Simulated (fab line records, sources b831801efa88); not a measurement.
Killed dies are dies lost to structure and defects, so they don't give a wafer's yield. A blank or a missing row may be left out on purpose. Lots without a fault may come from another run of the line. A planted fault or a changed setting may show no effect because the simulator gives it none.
fab line records | flow sky130
record lots=14 wafers=42 last_day=50
route steps=708 shown VT_ADJUST_HVTR@138 SONOS_ONO@169 POLY_GATE@235 LDD_LDN@300
lots that met no fault: from a run of the same line without faults
start_h: hours from the record's first day to the start of the lot's first wafer shown | wait_h: hours since the lot's step before | " the same as in the row above | L1.1+2: a row that stands for several wafers | - no value, or no start given | * or withheld: withheld | < > ~ a bound
route shown NAME@n: a module of which the file shows steps, and the number in the route of the first | usual: mean/standard deviation of fault-free wafers | same: alike in all rows | chamber/n: place in a boat | sites: the reading at each site | _std_site: their standard deviation | _edge_site: outer sites' mean less inner sites' | radius_mm: how far each site lies from the wafer's centre | mask NAME#n: copy n | behind: the tool/chamber that last shaped the wafer | hold: why the lot was held/for how many hours/how that ended | device: the transistor (n, p or np) that didn't switch | end of line: the same wafers' tests at the end of the route | a step without rows: its recipe alone | killed: dies lost to structure and defects at the first sort, not the wafer's yield | map: a wafer's dies, x killed, . not, _ none there
set.NAME: the setting as run; set.NAME@STEP: as run at that earlier step | model.NAME: the simulator's own value behind a step, which no gauge read
steps of the route over a sample of lots; a table a step, a row a wafer
services: from which hour (start_h, from the record's first day; less than 0 if before it) a tool's chamber was out of use, for how many hours, and why
## steps
# step SKY_VT_ADJUST_HVTR_CD_MEAS_07
# recipe target_cd_nm=380
# usual cd_nm=380.2/2.6
# columns lot.wafer tool chamber start_h wait_h cd_nm
L252.1 cd_sem-01 - 196.19 0.1 381.2
L252.2 " - " " 381.4
L252.4 " - " " 382.5
L253.2 cd_sem-02 - 203.56 0.1 382.6
L253.4 " - " " 380.0
L253.5 " - " " 383.3
L254.1 cd_sem-02 - 222.64 0.1 375.1
L254.5 " - " " 377.3
L254.6 " - " " 376.5
L255.4 cd_sem-01 - 236.70 0.1 379.9
L255.5 " - " " 377.7
L255.6 " - " " 380.6
L256.1 cd_sem-02 - 264.24 0.1 384.7
L256.4 " - " " 383.2
L256.6 " - " " 384.1
L257.1 cd_sem-01 - 264.49 0.1 382.3
L257.3 " - " " 385.1
L257.6 " - " " 381.2
L258.1 cd_sem-02 - 273.24 0.1 383.0
L258.4 " - " " 381.9
L258.6 " - " " 383.0
L260.2 cd_sem-02 - 275.61 0.1 383.9
L260.5 " - " " 382.1
L260.6 " - " " 381.9
L263.4 cd_sem-01 - 283.30 0.1 380.0
L263.5 " - " " 378.0
L263.6 " - " " 378.3
L268.1 cd_sem-02 - 332.18 0.1 379.8
L268.2 " - " " 378.8
L268.3 " - " " 375.8
L266.2 cd_sem-01 - 333.10 0.1 376.5
L266.3 " - " " 375.2
L266.6 " - " " 374.6
L270.2 cd_sem-02 - 348.46 0.1 378.5
L270.3 " - " " 378.7
L270.4 " - " " 377.9
L273.3 cd_sem-02 - 365.48 0.1 379.3
L273.4 " - " " 380.6
L273.5 " - " " 378.5
L275.1 cd_sem-02 - 373.73 0.1 377.8
L275.3 " - " " 380.2
L275.6 " - " " 380.5
# step SKY_SONOS_ONO_THK_MEAS_01
# recipe reads=SiO2_of_SONOS_ONO_OXIDATION_00
# usual SONOS_ONO_OXIDATION_THK=2.57/0.057
# columns lot.wafer tool chamber start_h wait_h SONOS_ONO_OXIDATION_THK[nm]
L252.1 film_metro-03 - 242.39 0.0 2.60
L252.2 " - " " 2.55
L252.4 " - " " 2.48
L253.2 film_metro-04 - 251.64 0.0 2.56
L253.4 " - " " 2.54
L253.5 " - " " 2.57
L254.1 film_metro-04 - 274.39 0.0 2.62
L254.5 " - " " 2.64
L254.6 " - " " 2.56
L255.4 film_metro-04 - 285.77 0.0 2.49
L255.5 " - " " 2.44
L255.6 " - " " 2.50
L256.1 film_metro-02 - 316.24 0.0 2.64
L256.4 " - " " 2.59
L256.6 " - " " 2.61
L257.1 film_metro-03 - 317.59 0.0 2.61
L257.3 " - " " 2.64
L257.6 " - " " 2.63
L258.1 film_metro-04 - 326.46 0.0 2.58
L258.4 " - " " 2.56
L258.6 " - " " 2.58
L260.2 film_metro-04 - 330.49 0.0 2.65
L260.5 " - " " 2.58
L260.6 " - " " 2.64
L263.4 film_metro-04 - 339.19 0.0 2.52
L263.5 " - " " 2.47
L263.6 " - " " 2.54
L268.1 film_metro-02 - 389.86 0.0 2.62
L268.2 " - " " 2.61
L268.3 " - " " 2.55
L266.2 film_metro-02 - 390.46 0.0 2.43
L266.3 " - " " 2.42
L266.6 " - " " 2.43
L270.2 film_metro-03 - 406.32 0.0 2.51
L270.3 " - " " 2.60
L270.4 " - " " 2.54
L273.3 film_metro-04 - 429.89 0.0 2.52
L273.4 " - " " 2.53
L273.5 " - " " 2.55
L275.1 film_metro-02 - 436.32 0.0 2.52
L275.3 " - " " 2.60
L275.6 " - " " 2.55
# step SKY_POLY_GATE_THK_MEAS_21
# recipe reads=SiO2_of_POLY_GATE_OXIDATION_20
# usual POLY_GATE_OXIDATION_THK=3.98/0.088
# columns lot.wafer tool chamber start_h wait_h POLY_GATE_OXIDATION_THK[nm]
L252.1 film_metro-01 - 360.96 0.0 3.88
L252.2 " - " " 3.88
L252.4 " - " " 3.83
L253.2 film_metro-01 - 367.54 0.0 3.87
L253.4 " - " " 3.99
L253.5 " - " " 3.95
L254.1 film_metro-01 - 392.72 0.0 3.93
L254.5 " - " " 3.91
L254.6 " - " " 4.02
L255.4 film_metro-01 - 409.10 0.0 4.03
L255.5 " - " " 3.93
L255.6 " - " " 3.97
L256.1 film_metro-01 - 444.55 0.0 3.91
L256.4 " - " " 3.84
L256.6 " - " " 3.90
L257.1 film_metro-01 - 446.52 0.0 3.98
L257.3 " - " " 4.00
L257.6 " - " " 3.98
L258.1 film_metro-03 - 458.64 0.0 3.97
L258.4 " - " " 3.96
L258.6 " - " " 4.10
L260.2 film_metro-01 - 463.26 0.0 4.00
L260.5 " - " " 3.96
L260.6 " - " " 4.09
L263.4 film_metro-02 - 468.68 0.0 4.05
L263.5 " - " " 3.98
L263.6 " - " " 4.02
L268.1 film_metro-02 - 525.78 0.0 3.86
L268.2 " - " " 4.00
L268.3 " - " " 3.88
L266.2 film_metro-02 - 527.46 0.0 4.07
L266.3 " - " " 4.02
L266.6 " - " " 4.09
L270.2 film_metro-01 - 541.14 0.0 3.98
L270.3 " - " " 3.98
L270.4 " - " " 3.91
L273.3 film_metro-02 - 568.63 0.0 3.91
L273.4 " - " " 3.91
L273.5 " - " " 3.85
L275.1 film_metro-01 - 569.73 0.0 4.01
L275.3 " - " " 4.00
L275.6 " - " " 3.95
# step SKY_LDD_LDN_IMPLANT_11
# recipe species=As energy_kev=15 dose_cm2=1.25e+13 tilt_deg=withheld rotation_deg=293
# same implant_ion_amu=75
# columns lot.wafer tool chamber start_h wait_h
L252.1+2+4 implanter-01 0 511.09 0.1
L253.2+4+5 implanter-01 0 517.20 0.1
L254.1+5+6 implanter-03 0 545.22 0.1
L254.1+5+6 implanter-03 0 545.54 0.3
L255.4+5+6 implanter-02 0 562.47 0.1
L256.1+4+6 implanter-02 0 596.48 0.1
L256.1+4+6 implanter-02 0 596.80 0.3
L257.1+3+6 implanter-03 0 597.39 0.1
L258.1+4+6 implanter-01 0 609.74 0.1
L258.1+4+6 implanter-01 0 610.06 0.3
L260.2+5+6 implanter-02 0 613.69 0.1
L263.4+5+6 implanter-01 0 619.57 0.1
L268.1+2+3 implanter-02 0 672.94 0.1
L266.2+3+6 implanter-02 0 676.02 0.1
L270.2+3+4 implanter-01 0 686.50 0.1
L273.3+4+5 implanter-03 0 712.42 0.1
L275.1+3+6 implanter-03 0 714.99 0.1
# step SKY_LDD_LDN_TW_MEAS_13
# usual LDD_LDN_TW=1483/7
# columns lot.wafer tool chamber start_h wait_h LDD_LDN_TW
L252.1 film_metro-02 - 511.34 0.1 1481
L252.2 " - " " 1483
L252.4 " - " " 1474
L253.2 film_metro-02 - 517.44 0.1 1477
L253.4 " - " " 1475
L253.5 " - " " 1482
L254.1 film_metro-02 - 545.88 0.2 1583
L254.5 " - " " 1579
L254.6 " - " " 1576
L255.4 film_metro-04 - 562.67 0.1 1481
L255.5 " - " " 1482
L255.6 " - " " 1484
L256.1 film_metro-04 - 597.05 0.1 1592
L256.4 " - " " 1584
L256.6 " - " " 1585
L257.1 film_metro-03 - 597.64 0.1 1486
L257.3 " - " " 1489
L257.6 " - " " 1487
L258.1 film_metro-04 - 610.31 0.1 1600
L258.4 " - " " 1592
L258.6 " - " " 1598
L260.2 film_metro-02 - 613.93 0.1 1477
L260.5 " - " " 1472
L260.6 " - " " 1483
L263.4 film_metro-04 - 619.77 0.1 1489
L263.5 " - " " 1490
L263.6 " - " " 1493
L268.1 film_metro-03 - 673.19 0.1 1487
L268.2 " - " " 1486
L268.3 " - " " 1485
L266.2 film_metro-03 - 676.25 0.1 1491
L266.3 " - " " 1494
L266.6 " - " " 1481
L270.2 film_metro-04 - 686.74 0.1 1489
L270.3 " - " " 1486
L270.4 " - " " 1478
L273.3 film_metro-04 - 712.64 0.1 1476
L273.4 " - " " 1479
L273.5 " - " " 1482
L275.1 film_metro-04 - 715.24 0.1 1473
L275.3 " - " " 1487
L275.6 " - " " 1485
## services
# columns tool chamber start_h hours kind
implanter-03 - 526.31 4.9 pm
implanter-03 - 528.16 2.5 repair
implanter-02 - 555.79 2.4 repair
implanter-03 - 581.10 3.9 repair
implanter-03 - 633.57 2.7 repair
implanter-03 - 697.31 5.4 repair
implanter-01 - 713.06 4.8 repair
## key
first_sign step=SKY_LDD_LDN_IMPLANT_11 reading=visit direction=added
effect step=SKY_LDD_LDN_TW_MEAS_13 reading=LDD_LDN_TW direction=up sigmas=15 usual=1483 struck=1588
met_at SKY_LDD_LDN_IMPLANT_11
struck_lots L254,L256,L258
tester_left_out L254,L256,L258
not_acting_at SKY_VT_ADJUST_HVTR_CD_MEAS_07,SKY_SONOS_ONO_THK_MEAS_01,SKY_POLY_GATE_THK_MEAS_21
fault kind=repeated_step_whole tool=implanter-01,implanter-02,implanter-03 chamber=- onset_h=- steps=SKY_LDD_LDN_IMPLANT_11 times=1 scope=struck_lots_only
# tester_left_out: of these lots the tester's yield and bins aren't shown, on N5 and GAA mostly nor the transistor test; their killed dies are dies lost to structure and defects alone, not to doping, threshold or leakage, so they don't give the yield
